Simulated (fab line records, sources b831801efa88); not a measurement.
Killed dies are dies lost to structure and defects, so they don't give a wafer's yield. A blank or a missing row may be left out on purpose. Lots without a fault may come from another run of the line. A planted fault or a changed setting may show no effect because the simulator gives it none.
fab line records | flow sky130
record lots=5 wafers=15 last_day=49
route steps=708 shown METAL3@557 VIA3@573
lots that met no fault: from a run of the same line without faults
start_h: hours from the record's first day to the start of the lot's first wafer shown | wait_h: hours since the lot's step before | " the same as in the row above | L1.1+2: a row that stands for several wafers | - no value, or no start given | * or withheld: withheld | < > ~ a bound
route shown NAME@n: a module of which the file shows steps, and the number in the route of the first | usual: mean/standard deviation of fault-free wafers | same: alike in all rows | chamber/n: place in a boat | sites: the reading at each site | _std_site: their standard deviation | _edge_site: outer sites' mean less inner sites' | radius_mm: how far each site lies from the wafer's centre | mask NAME#n: copy n | behind: the tool/chamber that last shaped the wafer | hold: why the lot was held/for how many hours/how that ended | device: the transistor (n, p or np) that didn't switch | end of line: the same wafers' tests at the end of the route | a step without rows: its recipe alone | killed: dies lost to structure and defects at the first sort, not the wafer's yield | map: a wafer's dies, x killed, . not, _ none there
set.NAME: the setting as run; set.NAME@STEP: as run at that earlier step | model.NAME: the simulator's own value behind a step, which no gauge read
lots at some steps of the route; a table a step, a row a wafer
services: from which hour (start_h, from the record's first day; less than 0 if before it) a tool's chamber was out of use, for how many hours, and why
## steps
# step SKY_METAL3_COAT_07
# recipe resist=BARC temp_c=withheld time_s=withheld spin_rpm=3000 resist_thk_nm=60
# columns lot.wafer tool chamber start_h wait_h
L079.3+4+6 litho_track-01 0 925.65 0.1
L078.3+4+6 litho_track-01 0 927.95 0.1
L093.4+5+6 litho_track-03 0 1018.49 0.1
L094.1+3+6 litho_track-02 0 1020.34 0.1
L095.2+4+6 litho_track-02 0 1024.66 0.1
# step SKY_METAL3_COAT_08
# recipe resist=KrF-thick spin_rpm=3000 resist_thk_nm=1140
# columns lot.wafer tool chamber start_h wait_h
L079.3+4+6 litho_track-01 0 - -
L078.3+4+6 litho_track-01 0 - -
L093.4+5+6 litho_track-03 0 - -
L094.1+3+6 litho_track-02 0 - -
L095.2+4+6 litho_track-02 0 - -
# step SKY_METAL3_SOFTBAKE_09
# recipe temp_c=100 time_s=90 resist=KrF-thick
# columns lot.wafer tool chamber start_h wait_h
L079.3+4+6 litho_track-01 0 - -
L078.3+4+6 litho_track-01 0 - -
L093.4+5+6 litho_track-03 0 - -
L094.1+3+6 litho_track-02 0 - -
L095.2+4+6 litho_track-02 0 - -
# step SKY_METAL3_EXPOSE_10
# recipe mask_id=MM3 na=0.68 source_shape=annular sigma_inner=0.4 sigma_outer=0.8 target_cd_nm=300 dose_mj=28
# same sigma_inner=0.4
# columns lot.wafer tool chamber start_h wait_h mask
L079.3+4+6 krf_scanner-01 0 - - MM3#0
L078.3+4+6 krf_scanner-02 0 - - MM3#0
L093.4+5+6 krf_scanner-02 0 - - MM3#0
L094.1+3+6 krf_scanner-02 0 - - MM3#0
L095.2+4+6 krf_scanner-02 0 - - MM3#0
# step SKY_METAL3_PEB_11
# recipe peb_temp_c=withheld peb_time_s=withheld resist=KrF-thick
# columns lot.wafer tool chamber start_h wait_h
L079.3+4+6 litho_track-03 0 - -
L078.3+4+6 litho_track-02 0 - -
L093.4+5+6 litho_track-02 0 - -
L094.1+3+6 litho_track-01 0 - -
L095.2+4+6 litho_track-03 0 - -
# step SKY_METAL3_DEVELOP_12
# recipe develop_time_s=60 resist=KrF-thick dev_temp_c=19.9
# same develop_time_s=60
# columns lot.wafer tool chamber start_h wait_h
L079.3+4+6 litho_track-03 0 - -
L078.3+4+6 litho_track-02 0 - -
L093.4+5+6 litho_track-02 0 - -
L094.1+3+6 litho_track-01 0 - -
L095.2+4+6 litho_track-03 0 - -
# step SKY_METAL3_CD_MEAS_13
# recipe target_cd_nm=300
# usual cd_nm=300.0/1.3
# columns lot.wafer tool chamber start_h wait_h cd_nm
L079.3 cd_sem-02 - 938.51 - 298.6
L079.4 " - " " 298.8
L079.6 " - " " 299.5
L078.3 cd_sem-02 - 941.23 - 301.1
L078.4 " - " " 301.5
L078.6 " - " " 300.9
L093.4 cd_sem-01 - 1029.75 - 301.9
L093.5 " - " " 301.6
L093.6 " - " " 301.4
L094.1 cd_sem-02 - 1030.91 - 300.4
L094.3 " - " " 300.3
L094.6 " - " " 301.9
L095.2 cd_sem-02 - 1035.74 - 302.1
L095.4 " - " " 299.9
L095.6 " - " " 300.8
# step SKY_METAL3_OVL_MEAS_14
# usual METAL3_OVL=-1/4.6
# columns lot.wafer tool chamber start_h wait_h METAL3_OVL[nm]
L079.3 overlay-02 - 938.60 0.1 -8
L079.4 " - " " -9
L079.6 " - " " -1
L078.3 overlay-01 - 941.32 0.1 4
L078.4 " - " " 5
L078.6 " - " " 4
L093.4 overlay-01 - 1029.83 0.1 -6
L093.5 " - " " -16
L093.6 " - " " -9
L094.1 overlay-02 - 1031.03 0.1 2
L094.3 " - " " -3
L094.6 " - " " -1
L095.2 overlay-02 - 1035.84 0.1 -6
L095.4 " - " " 0
L095.6 " - " " -5
# step SKY_METAL3_DESCUM_15
# recipe chemistry=O2 source_power_w=150 bias_power_w=0 pressure_mtorr=10 temp_c=40 time_s=8
# usual drypump_motor_current_A=5.9/0.48 oes_product_au=1.003/0.016
# columns lot.wafer tool chamber start_h wait_h drypump_motor_current_A oes_product_au rf_hours_counter_h
L079.3 rie_metal-03 1 938.63 0.0 6.0 1.024 -
L079.4 " 0 " " 6.0 1.021 -
L079.6 " 0 " " 6.0 1.020 -
L078.3 rie_metal-04 1 941.35 0.0 4.8 0.995 -
L078.4 " 0 " " 5.9 0.977 -
L078.6 " 0 " " 5.9 0.977 -
L093.4 rie_metal-03 0 1029.86 0.0 6.0 1.021 -
L093.5 " 1 " " 6.1 1.025 -
L093.6 " 0 " " 6.0 1.006 -
L094.1 rie_metal-03 0 1031.06 0.0 6.0 1.011 3
L094.3 " 0 " " 6.0 1.011 -
L094.6 " 1 " " 6.0 1.025 -
L095.2 rie_metal-03 1 1035.87 0.0 6.1 1.016 13
L095.4 " 0 " " 6.0 1.005 -
L095.6 " 1 " " 6.1 1.018 -
# step SKY_METAL3_ETCH_16
# recipe chemistry=N2/H2 target=BARC ion_energy_ev=200 bias_w=100 pressure_mtorr=30 n2_flow_sccm=100 h2_flow_sccm=200 icp_w=500 stop_on=SiO2 time_s=88.2 target_depth_a=600
# usual drypump_motor_current_A=5.9/0.48 oes_product_au=0.625/0.005 throttle_valve_pct=13.205/0.009
# columns lot.wafer tool chamber start_h wait_h drypump_motor_current_A oes_product_au rf_hours_counter_h throttle_valve_pct
L079.3 rie_metal-03 1 938.69 0.0 6.1 0.626 - 13.204
L079.4 " 0 " " 6.0 0.622 - 13.197
L079.6 " 0 " " 6.0 0.620 - 13.187
L078.3 rie_metal-04 1 941.41 0.0 4.8 0.624 - 13.201
L078.4 " 0 " " 6.0 0.624 - 13.211
L078.6 " 0 " " 6.0 0.626 - 13.200
L093.4 rie_metal-03 0 1029.91 0.0 6.0 0.625 - 13.200
L093.5 " 1 " " 6.0 0.619 - 13.199
L093.6 " 0 " " 6.0 0.623 - 13.203
L094.1 rie_metal-03 0 1031.09 0.0 6.0 0.628 3 13.196
L094.3 " 0 " " 6.0 0.627 - 13.194
L094.6 " 1 " " 6.0 0.622 - 13.213
L095.2 rie_metal-03 1 1035.91 0.0 6.1 0.628 13 13.204
L095.4 " 0 " " 6.0 0.622 - 13.197
L095.6 " 1 " " 6.0 0.628 - 13.187
# step SKY_METAL3_ETCH_17
# recipe target=SiO2 stop_on=TiN chemistry=C4F8/O2/Ar source_w=1500 bias_w=1200 pressure_mtorr=40 c4f8_flow_sccm=withheld O2_flow_sccm=6 Ar_flow_sccm=300 time_s=3.9 target_depth_a=150
# usual oes_product_au=0.757/0.008
# columns lot.wafer tool chamber start_h wait_h oes_product_au
L079.3 rie_diel-03 2 938.75 0.0 0.746
L079.4 " 0 " " 0.758
L079.6 " 3 " " 0.754
L078.3 rie_diel-02 2 941.47 0.0 0.760
L078.4 " 0 " " 0.760
L078.6 " 2 " " 0.764
L093.4 rie_diel-01 1 1029.97 0.0 0.764
L093.5 " 2 " " 0.758
L093.6 " 3 " " 0.770
L094.1 rie_diel-03 0 1031.19 0.1 0.749
L094.3 " 3 " " 0.757
L094.6 " 0 " " 0.765
L095.2 rie_diel-01 0 1036.00 0.1 0.746
L095.4 " 3 " " 0.752
L095.6 " 0 " " 0.766
# step SKY_METAL3_METAL_ETCH_18
# recipe target_depth_a=8450 stop_on=SiO2 over_etch_frac=0.3 time_s=183.1 chemistry=Cl2/BCl3 resist_sidewall_deg=88 pressure_mtorr=10 icp_w=900 bias_w=48.5 Cl2_flow_sccm=60 bcl3_flow_sccm=30
# usual drypump_motor_current_A=5.9/0.42 oes_product_au=0.866/0.0069 throttle_valve_pct=22.265/0.0083
# columns lot.wafer tool chamber start_h wait_h drypump_motor_current_A oes_product_au rf_hours_counter_h throttle_valve_pct
L079.3 rie_metal-02 0 938.93 0.2 5.5 0.861 - 22.257
L079.4 " 0 " " 5.5 0.847 - 22.260
L079.6 " 0 " " 5.5 0.853 - 22.274
L078.3 rie_metal-03 1 941.55 0.1 6.1 0.861 - 22.261
L078.4 " 0 " " 6.0 0.866 - 22.268
L078.6 " 0 " " 6.0 0.856 - 22.284
L093.4 rie_metal-02 1 1030.05 0.1 6.5 0.869 - 22.270
L093.5 " 0 " " 5.5 0.866 - 22.254
L093.6 " 1 " " 6.5 0.859 - 22.253
L094.1 rie_metal-02 0 1031.21 0.0 5.5 0.855 22 22.253
L094.3 " 0 " " 5.5 0.871 - 22.279
L094.6 " 0 " " 5.5 0.864 - 22.262
L095.2 rie_metal-04 0 1036.02 0.0 6.0 0.866 12 22.269
L095.4 " 1 " " 4.8 0.858 - 22.267
L095.6 " 0 " " 6.0 0.867 - 22.265
# step SKY_METAL3_STRIP_19
# recipe chemistry=O2/N2 power_w=1400 pressure_mtorr=1500 platen_temp_c=withheld o2_flow_sccm=3000 n2_flow_sccm=300 overash_fraction=0.5
# usual drypump_motor_current_A=5.6/0.46 oes_product_au=0.502/0.0068 strip_time_to_endpoint_s=6.54/0.13
# columns lot.wafer tool chamber start_h wait_h drypump_motor_current_A oes_product_au rf_hours_counter_h strip_time_to_endpoint_s
L079.3 plasma_asher-01 0 939.28 0.3 5.5 0.511 - 6.78
L079.4 " 1 " " 5.0 0.514 - 6.72
L079.6 " 0 " " 5.5 0.510 - 6.70
L078.3 plasma_asher-04 1 941.70 0.1 6.2 0.500 - 6.39
L078.4 " 0 " " 5.9 0.491 - 6.36
L078.6 " 0 " " 5.8 0.496 - 6.32
L093.4 plasma_asher-01 1 1030.20 0.1 5.0 0.508 - 6.59
L093.5 " 1 " " 5.0 0.501 - 6.65
L093.6 " 0 " " 5.5 0.506 - 6.57
L094.1 plasma_asher-02 0 1031.39 0.1 5.5 0.507 63 6.67
L094.3 " 0 " " 5.5 0.507 - 6.71
L094.6 " 0 " " 5.5 0.504 - 6.71
L095.2 plasma_asher-04 0 1036.20 0.1 5.8 0.512 125 6.74
L095.4 " 0 " " 5.9 0.509 - 6.52
L095.6 " 1 " " 6.2 0.510 - 6.74
# step SKY_METAL3_STRIP_20
# recipe chemistry=post_etch_residue_remover time_s=1200 temp_c=72.5
# columns lot.wafer tool chamber start_h wait_h
L079.3+4+6 wet_bench-03 0 939.35 0.0
L078.3+4+6 wet_bench-01 1 941.77 0.0
L093.4+5+6 wet_bench-04 3 1030.27 0.0
L094.1+3+6 wet_bench-04 0 1031.49 0.1
L095.2+4+6 wet_bench-01 2 1036.30 0.1
# step SKY_METAL3_CLEAN_21
# recipe chemistry=IPA time_s=180 temp_c=25
# columns lot.wafer tool chamber start_h wait_h
L079.3+4+6 wet_bench-04 2 939.72 0.0
L078.3+4+6 wet_bench-04 0 942.11 0.0
L093.4+5+6 wet_bench-03 0 1030.61 0.0
L094.1+3+6 wet_bench-03 2 1031.86 0.0
L095.2+4+6 wet_bench-04 2 1036.64 0.0
# step SKY_METAL3_CLEAN_22
# recipe chemistry=O3/DIW dry=n2_spin
# columns lot.wafer tool chamber start_h wait_h
L079.3+4+6 wet_bench-01 1 939.78 0.0
L078.3+4+6 wet_bench-03 0 942.17 0.0
L093.4+5+6 wet_bench-01 1 1030.68 0.0
L094.1+3+6 wet_bench-01 3 1031.92 0.0
L095.2+4+6 wet_bench-01 0 1036.71 0.0
# step SKY_VIA3_HDPCVD_00
# recipe material=SiO2 target_thk_nm=1635 sigma_open_frac=0.3 time_s=272.5 temp_c=400 sih4_flow_sccm=60 pressure_mtorr=6
# columns lot.wafer tool chamber start_h wait_h
L079.3+4+6 hdpcvd-02 1,0,0 939.95 0.1
L078.3+4+6 hdpcvd-02 0,1,1 942.35 0.1
L093.4+5+6 hdpcvd-02 0,1,2 1030.85 0.1
L094.1+3+6 hdpcvd-02 1,2,0 1032.02 0.0
L095.2+4+6 hdpcvd-01 1,0,2 1036.80 0.0
# step SKY_VIA3_THK_MEAS_01
# recipe reads=SiO2_of_VIA3_HDPCVD_00
# usual VIA3_HDPCVD_THK=1645/21
# columns lot.wafer tool chamber start_h wait_h VIA3_HDPCVD_THK[nm]
L079.3 film_metro-01 - 940.14 0.1 1635
L079.4 " - " " 1647
L079.6 " - " " 1632
L078.3 film_metro-01 - 942.54 0.1 1655
L078.4 " - " " 1636
L078.6 " - " " 1639
L093.4 film_metro-01 - 1031.01 0.1 1669
L093.5 " - " " 1647
L093.6 " - " " 1677
L094.1 film_metro-03 - 1032.18 0.1 1665
L094.3 " - " " 1675
L094.6 " - " " 1653
L095.2 film_metro-01 - 1036.98 0.1 1629
L095.4 " - " " 1629
L095.6 " - " " 1660
# step SKY_VIA3_CMP_02
# recipe material=SiO2 down_force_psi=4 platen_rpm=60 pad_velocity_m_s=0.94248
# usual motor_current_A=11.5/0.73
# columns lot.wafer tool chamber start_h wait_h motor_current_A
L079.4 cmp-02 3 940.18 0.0 11.7
L079.3 " 1 " " 11.4
L079.6 " 0 " " 12.4
L078.3 cmp-01 2 942.58 0.0 11.3
L078.4 " 3 " " 12.3
L078.6 " 2 " " 11.6
L093.4 cmp-02 3 1031.09 0.1 11.0
L093.6 " 2 " " 10.8
L093.5 " 3 " " 11.9
L094.3 cmp-01 3 1032.29 0.1 11.5
L094.1 " 0 " " 11.2
L094.6 " 3 " " 12.6
L095.2 cmp-02 0 1037.03 0.0 12.3
L095.4 " 2 " " 10.6
L095.6 " 1 " " 11.2
# step SKY_VIA3_BOW_MEAS_03
# recipe mode=bow
# usual VIA3_BOW=79/7.6
# columns lot.wafer tool chamber start_h wait_h VIA3_BOW[um]
L079.3 film_metro-01 - 940.52 0.2 87
L079.4 " - " " 68
L079.6 " - " " 85
L078.3 film_metro-04 - 942.92 0.3 88
L078.4 " - " " 75
L078.6 " - " " 82
L093.4 film_metro-04 - 1031.40 0.3 76
L093.5 " - " " 74
L093.6 " - " " 69
L094.1 film_metro-01 - 1032.54 0.1 85
L094.3 " - " " 92
L094.6 " - " " 85
L095.2 film_metro-03 - 1037.35 0.3 65
L095.4 " - " " 78
L095.6 " - " " 65
# step SKY_VIA3_DEHYDRATE_04
# recipe temp_c=200 time_s=60
# columns lot.wafer tool chamber start_h wait_h
L079.3+4+6 litho_track-01 0 951.80 11.3
L078.3+4+6 litho_track-04 0 954.16 11.2
L093.4+5+6 litho_track-01 0 1041.53 10.1
L094.1+3+6 litho_track-04 0 1042.81 10.2
L095.2+4+6 litho_track-02 0 1048.01 10.6
# step SKY_VIA3_HMDS_05
# recipe prime_time_s=60 prime_temp_c=120
# columns lot.wafer tool chamber start_h wait_h
L079.3+4+6 litho_track-01 0 951.95 0.1
L078.3+4+6 litho_track-04 0 954.31 0.1
L093.4+5+6 litho_track-01 0 1041.68 0.1
L094.1+3+6 litho_track-04 0 1042.96 0.1
L095.2+4+6 litho_track-02 0 1048.16 0.1
# step SKY_VIA3_COAT_06
# recipe resist=BARC temp_c=withheld time_s=withheld spin_rpm=3000 resist_thk_nm=60
# columns lot.wafer tool chamber start_h wait_h
L079.3+4+6 litho_track-01 0 952.10 0.1
L078.3+4+6 litho_track-04 0 954.46 0.1
L093.4+5+6 litho_track-01 0 1041.83 0.1
L094.1+3+6 litho_track-04 0 1043.11 0.1
L095.2+4+6 litho_track-02 0 1048.31 0.1
# step SKY_VIA3_COAT_07
# recipe resist=KrF-thick spin_rpm=3000 resist_thk_nm=450
# columns lot.wafer tool chamber start_h wait_h
L079.3+4+6 litho_track-01 0 - -
L078.3+4+6 litho_track-04 0 - -
L093.4+5+6 litho_track-01 0 - -
L094.1+3+6 litho_track-04 0 - -
L095.2+4+6 litho_track-02 0 - -
# step SKY_VIA3_SOFTBAKE_08
# recipe temp_c=100 time_s=90 resist=KrF-thick
# columns lot.wafer tool chamber start_h wait_h
L079.3+4+6 litho_track-01 0 - -
L078.3+4+6 litho_track-04 0 - -
L093.4+5+6 litho_track-01 0 - -
L094.1+3+6 litho_track-04 0 - -
L095.2+4+6 litho_track-02 0 - -
# step SKY_VIA3_EXPOSE_09
# recipe mask_id=VIM3 na=0.8 source_shape=annular sigma_inner=0.55 sigma_outer=0.85 target_cd_nm=200 dose_mj=38
# same sigma_inner=0.55
# columns lot.wafer tool chamber start_h wait_h mask
L079.3+4+6 krf_scanner-02 0 - - VIM3#0
L078.3+4+6 krf_scanner-02 0 - - VIM3#0
L093.4+5+6 krf_scanner-01 0 - - VIM3#0
L094.1+3+6 krf_scanner-01 0 - - VIM3#0
L095.2+4+6 krf_scanner-01 0 - - VIM3#0
# step SKY_VIA3_PEB_10
# recipe peb_temp_c=withheld peb_time_s=withheld resist=KrF-thick
# columns lot.wafer tool chamber start_h wait_h
L079.3+4+6 litho_track-01 0 - -
L078.3+4+6 litho_track-04 0 - -
L093.4+5+6 litho_track-01 0 - -
L094.1+3+6 litho_track-04 0 - -
L095.2+4+6 litho_track-02 0 - -
# step SKY_VIA3_DEVELOP_11
# recipe develop_time_s=60 resist=KrF-thick dev_temp_c=21
# same develop_time_s=60
# columns lot.wafer tool chamber start_h wait_h
L079.3+4+6 litho_track-01 0 - -
L078.3+4+6 litho_track-04 0 - -
L093.4+5+6 litho_track-01 0 - -
L094.1+3+6 litho_track-04 0 - -
L095.2+4+6 litho_track-02 0 - -
# step SKY_VIA3_CD_MEAS_12
# recipe target_cd_nm=200
# usual cd_nm=200.1/1.3
# columns lot.wafer tool chamber start_h wait_h cd_nm
L079.3 cd_sem-02 - 963.39 - 202.3
L079.4 " - " " 201.0
L079.6 " - " " 200.5
L078.3 cd_sem-01 - 967.00 - 198.7
L078.4 " - " " 198.1
L078.6 " - " " 198.6
L093.4 cd_sem-01 - 1052.62 - 199.8
L093.5 " - " " 199.6
L093.6 " - " " 199.4
L094.1 cd_sem-01 - 1053.81 - 200.6
L094.3 " - " " 199.7
L094.6 " - " " 199.7
L095.2 cd_sem-02 - 1059.81 - 199.7
L095.4 " - " " 200.8
L095.6 " - " " 201.6
# step SKY_VIA3_OVL_MEAS_13
# usual VIA3_OVL=-4/5.1
# columns lot.wafer tool chamber start_h wait_h VIA3_OVL[nm]
L079.3 overlay-02 - 963.49 0.1 -3
L079.4 " - " " -5
L079.6 " - " " 5
L078.3 overlay-01 - 967.09 0.1 6
L078.4 " - " " 3
L078.6 " - " " 1
L093.4 overlay-01 - 1052.69 0.1 -3
L093.5 " - " " -2
L093.6 " - " " -6
L094.1 overlay-01 - 1053.93 0.1 -1
L094.3 " - " " 1
L094.6 " - " " 3
L095.2 overlay-01 - 1059.91 0.1 -1
L095.4 " - " " -6
L095.6 " - " " -11
# step SKY_VIA3_ETCH_14
# recipe chemistry=N2/H2 target=BARC ion_energy_ev=192.7 source_w=500 bias_w=100 pressure_mtorr=30 n2_flow_sccm=100 h2_flow_sccm=200 stop_on=SiO2 time_s=45.9 target_depth_a=600
# usual drypump_motor_current_A=5.6/0.54 oes_product_au=0.855/0.0045 throttle_valve_pct=13.225/0.0091
# columns lot.wafer tool chamber start_h wait_h drypump_motor_current_A oes_product_au rf_hours_counter_h throttle_valve_pct
L079.3 rie_diel-03 1 963.51 0.0 5.2 0.856 18 13.220
L079.4 " 0 " " 5.7 0.851 5 13.217
L079.6 " 1 " " 5.2 0.860 - 13.222
L078.3 rie_diel-03 3 967.12 0.0 6.2 0.845 4 13.237
L078.4 " 1 " " 5.1 0.854 18 13.231
L078.6 " 0 " " 5.6 0.855 - 13.231
L093.4 rie_diel-04 3 1052.71 0.0 5.3 0.855 23 13.230
L093.5 " 3 " " 5.2 0.858 - 13.207
L093.6 " 2 " " 6.4 0.853 - 13.205
L094.1 rie_diel-04 2 1053.97 0.0 6.4 0.848 22 13.242
L094.3 " 0 " " 4.8 0.857 25 13.228
L094.6 " 3 " " 5.3 0.852 - 13.216
L095.2 rie_diel-02 0 1059.94 0.0 6.6 0.857 18 13.228
L095.4 " 2 " " 4.8 0.857 23 13.229
L095.6 " 2 " " 4.8 0.859 - 13.211
# step SKY_VIA3_ETCH_15
# recipe target=SiO2 chemistry=C4F8/O2/Ar target_depth_nm=507 stop_on=TiN mask_material=KrF-thick source_w=1500 bias_w=1200 pressure_mtorr=40 c4f8_flow_sccm=withheld O2_flow_sccm=6 Ar_flow_sccm=300 time_s=78
# usual oes_product_au=0.946/0.0048
# columns lot.wafer tool chamber start_h wait_h oes_product_au rf_hours_counter_h
L079.3 rie_diel-03 1 963.55 0.0 0.944 18
L079.4 " 0 " " 0.960 5
L079.6 " 1 " " 0.945 -
L078.3 rie_diel-03 3 967.16 0.0 0.946 4
L078.4 " 1 " " 0.948 18
L078.6 " 0 " " 0.942 -
L093.4 rie_diel-04 3 1052.75 0.0 0.951 23
L093.5 " 3 " " 0.948 -
L093.6 " 2 " " 0.953 -
L094.1 rie_diel-04 2 1054.01 0.0 0.946 22
L094.3 " 0 " " 0.952 25
L094.6 " 3 " " 0.942 -
L095.2 rie_diel-02 0 1059.99 0.0 0.944 18
L095.4 " 2 " " 0.938 23
L095.6 " 2 " " 0.951 -
# step SKY_VIA3_STRIP_16
# recipe chemistry=O2/N2 power_w=1400 pressure_mtorr=1500 platen_temp_c=withheld o2_flow_sccm=3000 n2_flow_sccm=300 overash_fraction=0.5
# usual drypump_motor_current_A=5.4/0.32 oes_product_au=0.403/0.0051 strip_time_to_endpoint_s=4.15/0.037
# columns lot.wafer tool chamber start_h wait_h drypump_motor_current_A oes_product_au rf_hours_counter_h strip_time_to_endpoint_s
L079.3 plasma_asher-01 0 963.65 0.1 5.5 0.408 - 4.20
L079.4 " 1 " " 5.0 0.412 - 4.18
L079.6 " 1 " " 4.9 0.405 - 4.16
L078.3 plasma_asher-01 1 967.25 0.1 5.0 0.404 - 4.13
L078.4 " 0 " " 5.5 0.392 - 4.17
L078.6 " 1 " " 5.1 0.403 - 4.19
L093.4 plasma_asher-03 0 1052.85 0.1 5.5 0.396 - 4.13
L093.5 " 1 " " 5.2 0.395 - 4.12
L093.6 " 0 " " 5.5 0.409 - 4.22
L094.1 plasma_asher-03 0 1054.07 0.0 5.6 0.404 31 4.20
L094.3 " 0 " " 5.5 0.399 - 4.17
L094.6 " 0 " " 5.6 0.403 - 4.14
L095.2 plasma_asher-01 1 1060.05 0.0 5.0 0.395 92 4.13
L095.4 " 0 " " 5.5 0.401 - 4.05
L095.6 " 0 " " 5.5 0.402 - 4.08
# step SKY_VIA3_STRIP_17
# recipe chemistry=post_etch_residue_remover time_s=1200 temp_c=72.5
# columns lot.wafer tool chamber start_h wait_h
L079.3+4+6 wet_bench-03 2 963.71 0.0
L078.3+4+6 wet_bench-03 2 967.32 0.0
L093.4+5+6 wet_bench-03 2 1052.91 0.0
L094.1+3+6 wet_bench-02 0 1054.17 0.1
L095.2+4+6 wet_bench-03 0 1060.15 0.1
# step SKY_VIA3_CLEAN_18
# recipe chemistry=IPA time_s=180 temp_c=25
# columns lot.wafer tool chamber start_h wait_h
L079.3+4+6 wet_bench-02 0 964.05 0.0
L078.3+4+6 wet_bench-02 0 967.66 0.0
L093.4+5+6 wet_bench-02 2 1053.26 0.0
L094.1+3+6 wet_bench-04 2 1054.51 0.0
L095.2+4+6 wet_bench-03 0 1060.49 0.0
# step SKY_VIA3_CLEAN_19
# recipe chemistry=O3/DIW dry=n2_spin
# columns lot.wafer tool chamber start_h wait_h
L079.3+4+6 wet_bench-04 1 964.17 0.0
L078.3+4+6 wet_bench-04 0 967.72 0.0
L093.4+5+6 wet_bench-04 3 1053.31 0.0
L094.1+3+6 wet_bench-03 2 1054.57 0.0
L095.2+4+6 wet_bench-02 0 1060.57 0.0
# step SKY_VIA3_SPUTTER_20
# recipe material=TiN target_thk_nm=20 chamber_pressure_pa=5 power_w=4000 time_s=80
# usual cathode_dc_power_W=4000.0/0.65 throttle_valve_pct=29.9/1.1
# columns lot.wafer tool chamber start_h wait_h cathode_dc_power_W throttle_valve_pct
L079.3 pvd_sputter-03 - 964.27 0.0 3999.2 30.9
L079.4 " - " " 4000.6 32.3
L079.6 " - " " 3999.9 31.9
L078.3 pvd_sputter-03 - 967.81 0.0 3999.7 30.9
L078.4 " - " " 3999.6 31.9
L078.6 " - " " 3999.6 32.2
L093.4 pvd_sputter-04 - 1053.41 0.0 3999.7 29.6
L093.5 " - " " 4000.9 30.5
L093.6 " - " " 3999.6 29.2
L094.1 pvd_sputter-02 - 1054.66 0.0 4000.2 28.1
L094.3 " - " " 4000.7 29.5
L094.6 " - " " 4001.6 28.9
L095.2 pvd_sputter-03 - 1060.67 0.0 3999.9 31.9
L095.4 " - " " 3998.9 30.9
L095.6 " - " " 3999.2 30.4
# step SKY_VIA3_CVD_21
# recipe material=W target_thk_nm=390 time_s=117.31 temp_c=400 pressure_torr=40
# usual heater_power_w=820/36
# columns lot.wafer tool chamber start_h wait_h heater_power_w
L079.3 cvd_w-02 0 964.37 0.1 835
L079.4 " 1 " " 795
L079.6 " 1 " " 798
L078.3 cvd_w-01 1 967.91 0.1 852
L078.4 " 0 " " 796
L078.6 " 0 " " 808
L093.4 cvd_w-01 0 1053.51 0.1 785
L093.5 " 0 " " 773
L093.6 " 1 " " 876
L094.1 cvd_w-02 1 1054.72 0.0 805
L094.3 " 0 " " 875
L094.6 " 0 " " 851
L095.2 cvd_w-01 0 1060.73 0.0 771
L095.4 " 1 " " 841
L095.6 " 0 " " 791
# step SKY_VIA3_RS_MEAS_22
# recipe thk_meas_gauge=four-point-probe reads=W_of_VIA3_CVD_21+TiN_of_VIA3_SPUTTER_20
# usual VIA3_W_RS=0.292/0.0049
# columns lot.wafer tool chamber start_h wait_h VIA3_W_RS[ohm/sq]
L079.3 film_metro-04 - 964.50 0.1 0.294
L079.4 " - " " 0.286
L079.6 " - " " 0.287
L078.3 film_metro-03 - 968.04 0.1 0.294
L078.4 " - " " 0.294
L078.6 " - " " 0.292
L093.4 film_metro-04 - 1053.65 0.1 0.289
L093.5 " - " " 0.295
L093.6 " - " " 0.296
L094.1 film_metro-01 - 1054.85 0.1 0.284
L094.3 " - " " 0.298
L094.6 " - " " 0.298
L095.2 film_metro-03 - 1060.87 0.1 0.291
L095.4 " - " " 0.292
L095.6 " - " " 0.287
# step SKY_VIA3_THK_MEAS_23
# recipe thk_meas_gauge=xrf reads=W_of_VIA3_CVD_21
# usual VIA3_W_THK=387/7.1
# columns lot.wafer tool chamber start_h wait_h VIA3_W_THK[nm]
L079.3 film_metro-04 - 964.60 0.1 380
L079.4 " - " " 392
L079.6 " - " " 389
L078.3 film_metro-03 - 968.14 0.1 382
L078.4 " - " " 381
L078.6 " - " " 384
L093.4 film_metro-04 - 1053.74 0.1 394
L093.5 " - " " 382
L093.6 " - " " 384
L094.1 film_metro-01 - 1054.97 0.1 395
L094.3 " - " " 373
L094.6 " - " " 373
L095.2 film_metro-03 - 1060.98 0.1 386
L095.4 " - " " 387
L095.6 " - " " 390
# step SKY_VIA3_CMP_24
# recipe stop_on=SiO2 t_overpolish_s=20 down_force_psi=3.5 platen_rpm=60 target_thk_nm=0 pad_velocity_m_s=0.94248
# usual motor_current_A=10.6/0.63 overpolish_run_s=20.000/0.0089 time_to_endpoint_s=96/3.4
# columns lot.wafer tool chamber start_h wait_h motor_current_A overpolish_run_s time_to_endpoint_s
L079.4 cmp-01 1 964.74 0.1 11.9 20.002 98
L079.3 " 2 " " 10.6 19.997 91
L079.6 " 0 " " 10.9 20.001 98
L078.3 cmp-01 1 968.18 0.0 11.9 20.009 96
L078.4 " 2 " " 10.5 19.991 94
L078.6 " 2 " " 10.2 20.000 91
L093.4 cmp-01 3 1053.87 0.1 11.3 20.011 99
L093.5 " 1 " " 11.1 20.006 100
L093.6 " 2 " " 10.1 19.998 96
L094.3 cmp-02 2 1055.13 0.1 9.6 20.012 95
L094.1 " 3 " " 10.7 19.996 99
L094.6 " 0 " " 11.1 20.004 92
L095.4 cmp-02 2 1061.03 0.0 9.2 19.990 93
L095.2 " 1 " " 10.4 19.985 95
L095.6 " 2 " " 9.5 19.994 96
## services
# columns tool chamber start_h hours kind
cmp-02 - 906.78 0.3 repair
krf_scanner-02 - 908.95 0.6 repair
rie_metal-03 0 909.41 6.1 repair
cmp-02 - 912.17 4.0 pm
cmp-01 - 919.87 3.5 pm
krf_scanner-02 - 921.75 0.8 pm
cmp-01 - 931.72 4.6 repair
rie_diel-03 - 931.74 0.6 repair
hdpcvd-02 2 937.80 4.6 repair
rie_diel-04 - 941.30 7.8 repair
krf_scanner-01 - 942.35 1.0 repair
hdpcvd-02 - 950.25 15.0 pm
cmp-02 - 950.31 4.1 repair
rie_diel-04 0 953.61 4.9 repair
krf_scanner-01 - 954.83 3.6 pm
krf_scanner-01 - 969.04 1.0 pm
krf_scanner-01 - 976.49 16.4 repair
krf_scanner-02 - 994.31 4.1 repair
cmp-02 - 996.56 0.8 repair
rie_diel-03 - 1002.00 0.3 repair
krf_scanner-02 - 1005.24 1.3 pm
cmp-02 - 1018.82 0.3 repair
krf_scanner-02 - 1033.12 1.0 pm
krf_scanner-02 - 1056.33 1.1 repair
## key
fault none
